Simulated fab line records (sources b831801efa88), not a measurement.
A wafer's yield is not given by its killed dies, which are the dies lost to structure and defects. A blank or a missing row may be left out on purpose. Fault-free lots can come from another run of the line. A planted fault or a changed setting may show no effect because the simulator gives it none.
What tool caused it? ; flow sky130 ; 36 wafers sampled from 12 lots at 1 step of a route of 708

## WHAT THE GAUGES SHOWED, per wafer
SKY_FIELD_ISO_BOW_MEAS_00.
lot;measured;on;INCOMING_BOW (um)
L075;day 1 15:02;film_metro-04;-3 1 -3
L077;day 2 01:01;film_metro-04;4 2 -6
L079;day 2 11:00;film_metro-03;1 1 5
L081;day 2 21:02;film_metro-04;-6 -6 -12
L083;day 3 07:04;film_metro-04;-4 -6 20
L085;day 3 17:00;film_metro-03;-6 2 -4
L087;day 4 03:00;film_metro-03;-5 2 -6
L089;day 4 13:01;film_metro-03;5 -7 5
L091;day 4 23:01;film_metro-02;-6 5 -5
L093;day 5 09:01;film_metro-03;-11 -5 -2
L095;day 5 19:00;film_metro-02;6 1 7
L097;day 6 05:00;film_metro-03;5 1 -5

## WHICH TOOL RAN EACH LOT (tool, then ch and the chambers of the sampled wafers, then the start)
No process step before these readings appears in the record.

## THE ANSWER, worked out from the rows above alone
Rule: the usual values come from the lots themselves. Put in order of their means at a reading, lots are off if they are a third of the lots or fewer, leave a main group of 4 or more, and stand apart from it by a gap of 3 or more times the standard deviation of the main group's means; of several such gaps the widest counts. The tables above print the reading to a certain number of digits; a main group whose means all agree to those digits is not used. A lot without any number at a reading at which 4 lots or more have one is off too. The other lots that the step has rows for count as sound.
Across all readings shown, no lot is off: no conclusion can be drawn from this.

## WHAT HAD BEEN PUT IN BY THE SIMULATOR
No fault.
